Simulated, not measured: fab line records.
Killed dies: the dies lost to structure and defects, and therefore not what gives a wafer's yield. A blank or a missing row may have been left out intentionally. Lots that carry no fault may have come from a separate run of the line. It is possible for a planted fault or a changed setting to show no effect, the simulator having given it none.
fab line records | flow sky130
[record] lots = 24 wafers = 72 last-day = 51
route steps=708 shown CONTACT@411 METAL1@438 VIA1@459 METAL3@532
lots that met no fault: from a run of the same line without faults
start-h: hours from the record's first day to the start of the lot's first wafer shown | wait-h: hours since the lot's step before | " unchanged from the row above | L1.1+2: one row covering several wafers at once | - no value, or no start given | * or withheld: withheld | < > ~ a bound
route shown NAME@n: NAME is a module with steps in the file, n the number in the route of the first one | usual: the fault-free wafers' mean and standard deviation | same: alike in all rows | chamber/n: place in a boat | sites: the reading at each site | _std_site: standard deviation of those values | _edge_site: inner sites' mean taken away from outer sites' mean | radius-mm: for every site, how far away it sits from the centre of the wafer | mask NAME#n: copy n | behind: the most recent tool/chamber to have shaped the wafer | hold: why the lot went on hold/how many hours it stayed there/how the hold came to an end | device: whichever transistor did not switch (one of n, p or np) | end of line: the same wafers' tests at the end of the route | a step with no rows: only its recipe | killed: dies lost to structure and defects at the first sort, not the wafer's yield | map: shows each die of a wafer: x if killed, . if not, _ if none is there
set.NAME: the setting as run; set.NAME@STEP: as run at that earlier step | model.NAME: the simulator's own value behind a step, which no gauge read
steps of the route over a sample of lots; a table a step, a row a wafer
services: the hour from which a tool's chamber was out of use, counted from the record's first day as start-h (under 0 if before that day), plus the number of hours and why
[[steps]]
[step SKY_CONTACT_BOW_MEAS_05]
[recipe] mode = bow
[usual] CONTACT_BOW = 82/6.6
// columns lot.wafer tool chamber start-h wait-h CONTACT_BOW[um]
L074.1 film-metro-03 - 701.49 0.2 87
L074.2 " - " " 88
L074.3 " - " " 94
L075.2 film-metro-02 - 734.88 0.2 71
L075.3 " - " " 86
L075.6 " - " " 80
L076.1 film-metro-02 - 736.01 0.1 83
L076.5 " - " " 91
L076.6 " - " " 77
L077.1 film-metro-02 - 737.34 0.1 79
L077.4 " - " " 84
L077.5 " - " " 80
L079.3 film-metro-02 - 740.55 0.2 76
L079.4 " - " " 80
L079.5 " - " " 74
L078.2 film-metro-02 - 744.35 0.1 87
L078.4 " - " " 94
L078.5 " - " " 83
L080.3 film-metro-01 - 752.55 0.3 78
L080.5 " - " " 91
L080.6 " - " " 86
L081.1 film-metro-02 - 763.94 0.1 86
L081.3 " - " " 88
L081.6 " - " " 79
L082.2 film-metro-02 - 774.81 0.1 71
L082.4 " - " " 85
L082.5 " - " " 83
L084.3 film-metro-01 - 779.69 0.2 73
L084.4 " - " " 89
L084.6 " - " " 75
L083.1 film-metro-02 - 782.74 0.2 80
L083.2 " - " " 86
L083.5 " - " " 82
L085.1 film-metro-02 - 784.78 0.2 74
L085.2 " - " " 74
L085.3 " - " " 73
L086.2 film-metro-03 - 801.81 0.3 90
L086.4 " - " " 68
L086.6 " - " " 85
L087.3 film-metro-01 - 812.48 0.2 79
L087.4 " - " " 85
L087.6 " - " " 91
L088.1 film-metro-03 - 814.60 0.2 87
L088.3 " - " " 84
L088.6 " - " " 77
L089.2 film-metro-02 - 821.78 0.2 83
L089.3 " - " " 72
L089.5 " - " " 91
L090.1 film-metro-03 - 832.47 0.2 81
L090.3 " - " " 85
L090.4 " - " " 74
L091.3 film-metro-02 - 837.58 0.3 77
L091.5 " - " " 86
L091.6 " - " " 87
L092.3 film-metro-03 - 842.33 0.1 81
L092.4 " - " " 80
L092.6 " - " " 82
L093.1 film-metro-03 - 857.18 0.1 79
L093.2 " - " " 85
L093.3 " - " " 79
L094.1 film-metro-02 - 870.61 0.2 81
L094.2 " - " " 71
L094.3 " - " " 72
L095.1 film-metro-03 - 887.27 0.1 100
L095.3 " - " " 86
L095.6 " - " " 83
L097.1 film-metro-01 - 903.04 0.2 76
L097.2 " - " " 82
L097.4 " - " " 84
L096.1 film-metro-03 - 905.31 0.1 72
L096.3 " - " " 73
L096.4 " - " " 81
[step SKY_METAL1_SPUTTER_04]
[recipe] material = TiN target-thk-nm = 70 power-w = 6500 time-s = 58.3 chamber-pressure-pa = 0.4
[usual] throttle-valve-pct = 30.3/1.3
[same] time-s = 58.3
// columns lot.wafer tool chamber start-h wait-h throttle-valve-pct
L074.1 pvd-sputter-02 - 730.95 0.0 30.8
L074.2 " - " " 30.6
L074.3 " - " " 28.9
L075.2 pvd-sputter-01 - 763.13 0.0 30.9
L075.3 " - " " 32.9
L075.6 " - " " 29.4
L076.1 pvd-sputter-04 - 764.24 0.0 29.4
L076.5 " - " " 28.2
L076.6 " - " " 29.2
L077.1 pvd-sputter-04 - 765.48 0.0 29.6
L077.4 " - " " 29.6
L077.5 " - " " 29.5
L079.3 pvd-sputter-01 - 768.63 0.0 31.1
L079.4 " - " " 30.6
L079.5 " - " " 29.6
L078.2 pvd-sputter-02 - 772.39 0.0 30.1
L078.4 " - " " 30.4
L078.5 " - " " 30.2
L080.3 pvd-sputter-01 - 780.58 0.0 32.7
L080.5 " - " " 30.6
L080.6 " - " " 30.7
L081.1 pvd-sputter-02 - 792.70 0.0 30.1
L081.3 " - " " 30.6
L081.6 " - " " 31.6
L082.2 pvd-sputter-01 - 803.43 0.0 30.7
L082.4 " - " " 30.6
L082.5 " - " " 29.4
L084.3 pvd-sputter-04 - 807.50 0.0 29.4
L084.4 " - " " 27.8
L084.6 " - " " 29.8
L083.1 pvd-sputter-04 - 811.28 0.0 28.0
L083.2 " - " " 29.6
L083.5 " - " " 29.5
L085.1 pvd-sputter-01 - 813.64 0.0 30.5
L085.2 " - " " 32.8
L085.3 " - " " 31.1
L086.2 pvd-sputter-04 - 830.14 0.0 28.1
L086.4 " - " " 29.5
L086.6 " - " " 29.6
L087.3 pvd-sputter-01 - 840.00 0.0 29.3
L087.4 " - " " 30.8
L087.6 " - " " 29.5
L088.1 pvd-sputter-04 - 842.19 0.0 30.0
L088.3 " - " " 29.7
L088.6 " - " " 31.3
L089.2 pvd-sputter-01 - 849.39 0.0 32.4
L089.3 " - " " 30.5
L089.5 " - " " 30.0
L090.1 pvd-sputter-02 - 860.34 0.0 30.4
L090.3 " - " " 31.7
L090.4 " - " " 28.8
L091.3 pvd-sputter-01 - 864.66 0.0 30.6
L091.5 " - " " 30.2
L091.6 " - " " 32.8
L092.3 pvd-sputter-01 - 869.88 0.0 30.7
L092.4 " - " " 30.6
L092.6 " - " " 30.7
L093.1 pvd-sputter-01 - 885.03 0.0 30.9
L093.2 " - " " 29.6
L093.3 " - " " 30.7
L094.1 pvd-sputter-01 - 898.09 0.0 29.6
L094.2 " - " " 32.7
L094.3 " - " " 30.8
L095.1 pvd-sputter-02 - 914.33 0.0 29.0
L095.3 " - " " 30.4
L095.6 " - " " 30.5
L097.1 pvd-sputter-04 - 929.24 0.0 29.7
L097.2 " - " " 30.0
L097.4 " - " " 28.1
L096.1 pvd-sputter-04 - 931.72 0.0 29.9
L096.3 " - " " 29.8
L096.4 " - " " 31.5
[step SKY_METAL1_DESCUM_17]
[recipe] chemistry = O2 source-power-w = 150 bias-power-w = 0 pressure-mtorr = 10 temp-c = 40 time-s = 8
[usual] drypump-motor-current-A = 5.9/0.42 oes-product-au = 1.001/0.0088
[same] time-s = 8
// columns lot.wafer tool chamber start-h wait-h drypump-motor-current-A oes-product-au rf-hours-counter-h
L074.1 rie-metal-01 0 757.86 0.0 5.5 0.992 6
L074.2 " 1 " " 6.2 1.005 14
L074.3 " 0 " " 5.5 0.995 -
L075.2 rie-metal-02 0 790.53 0.0 6.3 1.005 3
L075.3 " 1 " " 5.3 0.995 -
L075.6 " 1 " " 5.3 0.993 -
L076.1 rie-metal-01 0 791.41 0.0 5.5 0.992 8
L076.5 " 0 " " 5.5 0.987 -
L076.6 " 0 " " 5.5 0.993 -
L077.1 rie-metal-03 1 792.56 0.0 6.4 0.999 6
L077.4 " 1 " " 6.5 1.004 -
L077.5 " 1 " " 6.4 1.011 -
L079.3 rie-metal-02 0 795.43 0.0 6.3 1.004 -
L079.4 " 1 " " 5.3 0.987 -
L079.5 " 1 " " 5.3 0.993 -
L078.2 rie-metal-02 1 799.20 0.0 5.3 1.001 16
L078.4 " 0 " " 6.3 0.998 -
L078.5 " 1 " " 5.3 0.987 -
L080.3 rie-metal-03 1 807.18 0.0 6.4 1.008 -
L080.5 " 1 " " 6.4 1.008 -
L080.6 " 0 " " 5.9 1.006 -
L081.1 rie-metal-02 0 819.34 0.0 6.3 0.986 4
L081.3 " 0 " " 6.3 0.995 -
L081.6 " 0 " " 6.3 1.004 -
L082.2 rie-metal-01 1 830.47 0.0 6.2 1.003 1
L082.4 " 0 " " 5.5 0.994 -
L082.5 " 0 " " 5.5 1.001 -
L084.3 rie-metal-03 1 833.78 0.0 6.4 1.001 -
L084.4 " 0 " " 5.9 1.014 -
L084.6 " 0 " " 5.9 1.014 -
L083.1 rie-metal-01 1 837.77 0.0 6.2 1.000 1
L083.2 " 0 " " 5.5 0.985 10
L083.5 " 1 " " 6.2 1.004 -
L085.1 rie-metal-01 0 839.51 0.0 5.5 0.987 10
L085.2 " 1 " " 6.2 1.007 1
L085.3 " 0 " " 5.5 0.996 -
L086.2 rie-metal-02 0 855.82 0.0 6.3 1.013 7
L086.4 " 0 " " 6.3 1.002 -
L086.6 " 0 " " 6.3 0.995 -
L087.3 rie-metal-01 0 866.48 0.0 5.5 0.985 -
L087.4 " 1 " " 6.2 1.001 -
L087.6 " 1 " " 6.2 1.002 -
L088.1 rie-metal-03 1 868.61 0.0 6.4 0.995 8
L088.3 " 0 " " 5.9 1.010 -
L088.6 " 1 " " 6.5 0.999 -
L089.2 rie-metal-02 1 876.37 0.0 5.3 1.004 2
L089.3 " 1 " " 5.3 1.004 -
L089.5 " 0 " " 6.3 1.004 -
L090.1 rie-metal-02 1 886.38 0.0 5.3 0.996 3
L090.3 " 0 " " 6.3 0.998 -
L090.4 " 1 " " 5.3 1.006 -
L091.3 rie-metal-01 0 890.68 0.0 5.5 0.997 -
L091.5 " 1 " " 6.2 0.989 -
L091.6 " 0 " " 5.5 0.983 -
L092.3 rie-metal-03 1 895.84 0.0 6.4 0.998 -
L092.4 " 0 " " 5.9 1.014 -
L092.6 " 0 " " 5.9 1.010 -
L093.1 rie-metal-03 1 910.42 0.0 6.5 1.000 10
L093.2 " 0 " " 5.9 1.008 2
L093.3 " 1 " " 6.4 1.003 -
L094.1 rie-metal-02 1 923.48 0.0 5.3 1.002 4
L094.2 " 0 " " 6.3 1.005 10
L094.3 " 1 " " 5.3 0.995 -
L095.1 rie-metal-02 1 939.22 0.0 5.3 0.999 5
L095.3 " 1 " " 5.3 1.008 -
L095.6 " 1 " " 5.3 1.004 -
L097.1 rie-metal-01 1 954.17 0.0 6.2 1.008 6
L097.2 " 0 " " 5.5 0.983 15
L097.4 " 1 " " 6.2 1.008 -
L096.1 rie-metal-03 0 956.38 0.0 5.9 1.018 4
L096.3 " 0 " " 5.9 1.018 -
L096.4 " 1 " " 6.4 1.004 -
[step SKY_VIA1_THK_MEAS_01]
[recipe] reads = SiO2_of_VIA1_HDPCVD_00
[usual] VIA1_HDPCVD_THK = 1035/9
// columns lot.wafer tool chamber start-h wait-h VIA1_HDPCVD_THK[nm]
L074.1 film-metro-01 - 758.75 0.1 1033
L074.2 " - " " 1045
L074.3 " - " " 1035
L075.2 film-metro-02 - 791.43 0.1 1039
L075.3 " - " " 1024
L075.6 " - " " 1026
L076.1 film-metro-04 - 792.55 0.1 1051
L076.5 " - " " 1046
L076.6 " - " " 1056
L077.1 film-metro-04 - 793.70 0.1 1030
L077.4 " - " " 1023
L077.5 " - " " 1024
L079.3 film-metro-02 - 796.33 0.1 1045
L079.4 " - " " 1039
L079.5 " - " " 1040
L078.2 film-metro-04 - 800.10 0.1 1026
L078.4 " - " " 1026
L078.5 " - " " 1031
L080.3 film-metro-02 - 808.19 0.1 1032
L080.5 " - " " 1041
L080.6 " - " " 1038
L081.1 film-metro-04 - 820.75 0.1 1022
L081.3 " - " " 1029
L081.6 " - " " 1018
L082.2 film-metro-01 - 831.38 0.1 1044
L082.4 " - " " 1027
L082.5 " - " " 1050
L084.3 film-metro-04 - 834.68 0.1 1021
L084.4 " - " " 1032
L084.6 " - " " 1021
L083.1 film-metro-01 - 838.67 0.1 1012
L083.2 " - " " 1016
L083.5 " - " " 1033
L085.1 film-metro-02 - 840.40 0.1 1038
L085.2 " - " " 1043
L085.3 " - " " 1040
L086.2 film-metro-04 - 856.72 0.1 1028
L086.4 " - " " 1038
L086.6 " - " " 1034
L087.3 film-metro-02 - 867.44 0.1 1034
L087.4 " - " " 1032
L087.6 " - " " 1040
L088.1 film-metro-01 - 869.51 0.1 1033
L088.3 " - " " 1036
L088.6 " - " " 1032
L089.2 film-metro-02 - 877.30 0.1 1051
L089.3 " - " " 1059
L089.5 " - " " 1058
L090.1 film-metro-04 - 887.28 0.1 1023
L090.3 " - " " 1024
L090.4 " - " " 1020
L091.3 film-metro-02 - 891.61 0.1 1039
L091.5 " - " " 1031
L091.6 " - " " 1041
L092.3 film-metro-01 - 896.74 0.1 1041
L092.4 " - " " 1041
L092.6 " - " " 1042
L093.1 film-metro-02 - 911.31 0.1 1031
L093.2 " - " " 1034
L093.3 " - " " 1035
L094.1 film-metro-04 - 924.37 0.1 1039
L094.2 " - " " 1046
L094.3 " - " " 1028
L095.1 film-metro-04 - 940.12 0.1 1042
L095.3 " - " " 1034
L095.6 " - " " 1032
L097.1 film-metro-04 - 965.93 0.1 1034
L097.2 " - " " 1035
L097.4 " - " " 1038
L096.1 film-metro-01 - 966.21 0.1 1041
L096.3 " - " " 1031
L096.4 " - " " 1036
[step SKY_VIA1_RS_MEAS_22]
[recipe] thk-meas-gauge = four-point-probe reads = W_of_VIA1_CVD_21+TiN_of_VIA1_SPUTTER_20
[usual] VIA1_W_RS = 0.421/0.006
// columns lot.wafer tool chamber start-h wait-h VIA1_W_RS[ohm/sq]
L074.1 film-metro-04 - 787.48 0.1 0.424
L074.2 " - " " 0.419
L074.3 " - " " 0.428
L075.2 film-metro-04 - 820.09 0.1 0.419
L075.3 " - " " 0.428
L075.6 " - " " 0.415
L076.1 film-metro-04 - 820.83 0.1 0.424
L076.5 " - " " 0.431
L076.6 " - " " 0.419
L077.1 film-metro-04 - 821.17 0.1 0.413
L077.4 " - " " 0.423
L077.5 " - " " 0.424
L079.3 film-metro-02 - 823.75 0.1 0.424
L079.4 " - " " 0.420
L079.5 " - " " 0.429
L078.2 film-metro-02 - 827.02 0.1 0.426
L078.4 " - " " 0.413
L078.5 " - " " 0.424
L080.3 film-metro-04 - 836.54 0.1 0.423
L080.5 " - " " 0.416
L080.6 " - " " 0.425
L081.1 film-metro-02 - 848.41 0.1 0.428
L081.3 " - " " 0.419
L081.6 " - " " 0.418
L082.2 film-metro-02 - 858.27 0.1 0.416
L082.4 " - " " 0.425
L082.5 " - " " 0.410
L084.3 film-metro-04 - 862.10 0.1 0.425
L084.4 " - " " 0.415
L084.6 " - " " 0.418
L083.1 film-metro-01 - 865.58 0.1 0.427
L083.2 " - " " 0.416
L083.5 " - " " 0.426
L085.1 film-metro-01 - 867.53 0.1 0.431
L085.2 " - " " 0.417
L085.3 " - " " 0.415
L086.2 film-metro-04 - 884.58 0.1 0.418
L086.4 " - " " 0.428
L086.6 " - " " 0.415
L087.3 film-metro-02 - 894.52 0.1 0.411
L087.4 " - " " 0.428
L087.6 " - " " 0.425
L088.1 film-metro-04 - 896.50 0.1 0.420
L088.3 " - " " 0.418
L088.6 " - " " 0.427
L089.2 film-metro-01 - 904.32 0.1 0.429
L089.3 " - " " 0.434
L089.5 " - " " 0.429
L090.1 film-metro-04 - 914.05 0.1 0.427
L090.3 " - " " 0.417
L090.4 " - " " 0.428
L091.3 film-metro-01 - 918.04 0.1 0.416
L091.5 " - " " 0.416
L091.6 " - " " 0.423
L092.3 film-metro-04 - 923.24 0.1 0.427
L092.4 " - " " 0.413
L092.6 " - " " 0.415
L093.1 film-metro-02 - 936.61 0.1 0.414
L093.2 " - " " 0.426
L093.3 " - " " 0.417
L094.1 film-metro-04 - 949.69 0.1 0.424
L094.2 " - " " 0.410
L094.3 " - " " 0.423
L095.1 film-metro-02 - 965.79 0.1 0.430
L095.3 " - " " 0.429
L095.6 " - " " 0.423
L097.1 film-metro-02 - 990.70 0.1 0.414
L097.2 " - " " 0.427
L097.4 " - " " 0.424
L096.1 film-metro-04 - 991.09 0.1 0.426
L096.3 " - " " 0.420
L096.4 " - " " 0.424
[step SKY_METAL3_SPUTTER_00]
[recipe] material = Ti target-thk-nm = 15 power-w = 3000 time-s = 10 chamber-pressure-pa = 0.4
[usual] throttle-valve-pct = 30.3/1.2
[same] time-s = 10
// columns lot.wafer tool chamber start-h wait-h throttle-valve-pct
L074.1 pvd-sputter-04 - 844.54 0.2 29.4
L074.2 " - " " 31.3
L074.3 " - " " 28.0
L075.2 pvd-sputter-04 - 876.54 0.2 29.7
L075.3 " - " " 29.9
L075.6 " - " " 30.0
L076.1 pvd-sputter-04 - 877.54 0.2 30.0
L076.5 " - " " 29.6
L076.6 " - " " 27.9
L077.1 pvd-sputter-02 - 877.92 0.2 30.2
L077.4 " - " " 30.5
L077.5 " - " " 31.6
L079.3 pvd-sputter-01 - 878.63 0.1 31.1
L079.4 " - " " 32.7
L079.5 " - " " 30.4
L078.2 pvd-sputter-04 - 883.43 0.1 31.2
L078.4 " - " " 29.8
L078.5 " - " " 31.2
L080.3 pvd-sputter-04 - 891.14 0.1 29.6
L080.5 " - " " 29.5
L080.6 " - " " 31.1
L081.1 pvd-sputter-02 - 903.53 0.1 31.6
L081.3 " - " " 30.5
L081.6 " - " " 31.9
L082.2 pvd-sputter-01 - 913.88 0.1 30.8
L082.4 " - " " 30.8
L082.5 " - " " 32.3
L084.3 pvd-sputter-01 - 916.43 0.1 29.6
L084.4 " - " " 30.6
L084.6 " - " " 30.6
L083.1 pvd-sputter-04 - 920.23 0.2 29.7
L083.2 " - " " 31.2
L083.5 " - " " 29.6
L085.1 pvd-sputter-02 - 922.29 0.1 30.2
L085.2 " - " " 30.6
L085.3 " - " " 28.7
L086.2 pvd-sputter-01 - 938.78 0.2 29.5
L086.4 " - " " 30.8
L086.6 " - " " 29.5
L087.3 pvd-sputter-02 - 947.63 0.2 31.6
L087.4 " - " " 30.4
L087.6 " - " " 30.4
L088.1 pvd-sputter-01 - 949.74 0.1 32.6
L088.3 " - " " 30.6
L088.6 " - " " 30.9
L089.2 pvd-sputter-02 - 957.43 0.1 30.6
L089.3 " - " " 30.5
L089.5 " - " " 28.8
L090.1 pvd-sputter-01 - 967.18 0.2 30.4
L090.3 " - " " 30.7
L090.4 " - " " 29.5
L091.3 pvd-sputter-01 - 969.31 0.1 29.5
L091.5 " - " " 30.8
L091.6 " - " " 31.0
L092.3 pvd-sputter-04 - 973.03 0.2 28.1
L092.4 " - " " 29.4
L092.6 " - " " 29.4
L093.1 pvd-sputter-02 - 992.79 0.2 28.8
L093.2 " - " " 30.4
L093.3 " - " " 30.5
L094.1 pvd-sputter-01 - 999.74 0.2 30.8
L094.2 " - " " 30.6
L094.3 " - " " 32.7
L095.1 pvd-sputter-02 - 1015.35 0.2 28.9
L095.3 " - " " 30.6
L095.6 " - " " 30.4
L097.1 pvd-sputter-04 - 1039.14 0.2 30.0
L097.2 " - " " 29.7
L097.4 " - " " 28.2
L096.1 pvd-sputter-01 - 1039.49 0.2 32.5
L096.3 " - " " 29.7
L096.4 " - " " 30.8
[[services]]
// columns tool chamber start-h hours kind
pvd-sputter-04 - 716.89 2.3 repair
pvd-sputter-01 - 734.14 2.2 repair
rie-metal-02 - 750.94 4.4 repair
pvd-sputter-02 - 763.69 4.2 repair
rie-metal-03 1 772.83 4.6 repair
pvd-sputter-04 1 779.59 - consumable-replace:kit
rie-metal-03 0 781.71 19.0 repair
pvd-sputter-01 - 794.84 3.5 repair
rie-metal-03 - 819.33 0.5 repair
pvd-sputter-01 3 826.91 - consumable-replace:kit
pvd-sputter-01 3 826.91 18.0 scheduled-down
pvd-sputter-01 3 826.91 18.0 vent-cycle
rie-metal-03 - 836.86 28.1 pm
pvd-sputter-02 - 855.11 2.4 repair
pvd-sputter-02 - 880.88 0.8 repair
rie-metal-03 - 926.66 0.4 repair
pvd-sputter-02 - 939.26 2.4 repair
rie-metal-02 1 947.03 5.7 repair
rie-metal-02 0 951.45 15.9 repair
rie-metal-01 - 975.79 2.8 pm
pvd-sputter-04 - 996.36 1.7 repair
pvd-sputter-01 2 1008.04 - consumable-replace:kit
pvd-sputter-01 2 1008.04 18.0 scheduled-down
pvd-sputter-01 2 1008.04 18.0 vent-cycle
[[key]]
fault none
